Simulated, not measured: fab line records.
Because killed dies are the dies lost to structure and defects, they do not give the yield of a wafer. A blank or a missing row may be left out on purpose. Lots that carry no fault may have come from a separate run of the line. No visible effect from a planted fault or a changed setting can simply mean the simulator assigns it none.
Matching of chambers | flow sky130 | cmp-02 running SKY_VIA2_CMP_24: 4 sister chambers
The step polishes, stops on SiO2, t overpolish 20 s, target thk 0 nm. 20 wafers are shown with their chamber, then 9 later ones without.

WAFERS PAIRED WITH THEIR CHAMBERS
wafer  | chamber | motor-current-A (A) | platen-rpm (rpm) | time-to-endpoint-s (s)
L266.1 | 2       | 10.8                | 60.02            | 105
L266.4 | 1       | 11.6                | 60.01            | 102
L266.5 | 3       | 11.9                | 59.98            | 97
L265.2 | 3       | 11.9                | 59.99            | 101
L265.5 | 3       | 12.3                | 60.00            | 101
L265.6 | 0       | 11.7                | 60.03            | 104
L267.1 | 1       | 10.6                | 59.98            | 103
L267.3 | 2       | 11.3                | 60.01            | 101
L267.5 | 3       | 12.6                | 60.00            | 95
L272.2 | 2       | 10.8                | 59.95            | 105
L272.3 | 3       | 12.7                | 60.01            | 97
L272.6 | 1       | 10.0                | 60.00            | 95
L273.3 | 2       | 10.3                | 60.00            | 100
L273.4 | 1       | 10.9                | 60.00            | 103
L273.5 | 1       | 10.9                | 59.99            | 100
L274.1 | 2       | 11.3                | 59.97            | 99
L274.3 | 3       | 11.9                | 59.98            | 97
L274.5 | 1       | 10.9                | 59.99            | 98
L275.2 | 3       | 11.9                | 59.98            | 98
L275.3 | 1       | 10.3                | 60.00            | 99

SIGNATURES (averages over the wafers above)
reading            | chamber 0 | chamber 1 | chamber 2 | chamber 3 | scatter within a chamber
motor-current-A    | 11.700    | 10.743    | 10.900    | 12.171    | 0.437
platen-rpm         | 60.0300   | 59.9957   | 59.9900   | 59.9914   | 0.0174
time-to-endpoint-s | 104.00    | 100.00    | 102.00    | 98.00     | 2.67
Rule: for each reading, subtract the chamber's mean from the wafer's reading, divide by that reading's scatter and square the result; add these up over the readings and take the root, which gives the wafer's distance from the chamber. The wafer belongs to the nearest chamber; if the next one is less than 2 further off, it can't be placed. The scatter is the square root of a quotient: the sum, over the shown wafers, of each reading's squared deviation from its chamber's mean, divided by wafers minus chambers.

WAFERS MISSING THEIR CHAMBER
wafer  | motor-current-A (A) | platen-rpm (rpm) | time-to-endpoint-s (s)
L275.5 | 10.3                | 60.07            | 104
L276.1 | 10.7                | 60.01            | 96
L276.2 | 12.2                | 59.96            | 95
L276.6 | 12.6                | 60.01            | 99
L280.2 | 11.9                | 59.98            | 94
L280.6 | 10.7                | 60.05            | 102
L281.1 | 10.1                | 60.04            | 99
L281.2 | 11.2                | 60.01            | 107
L281.3 | 12.4                | 60.01            | 100

EACH ONE'S CHAMBER
wafer  | from the rows above          | in truth
L275.5 | can't be placed: 0 or 1 or 2 | 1
L276.1 | can't be placed: 1 or 2 or 3 | 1
L276.2 | 3                            | 3
L276.6 | can't be placed: 3 or 0      | 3
L280.2 | can't be placed: 3 or 1      | 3
L280.6 | can't be placed: 0 or 1 or 2 | 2
L281.1 | can't be placed: 1 or 2 or 0 | 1
L281.2 | can't be placed: 0 or 2 or 1 | 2
L281.3 | can't be placed: 3 or 0      | 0
Correct placement for 1 of the 9. Not placeable from these rows: 8 (in 8, the candidates include the true chamber). Placed wrongly: 0.
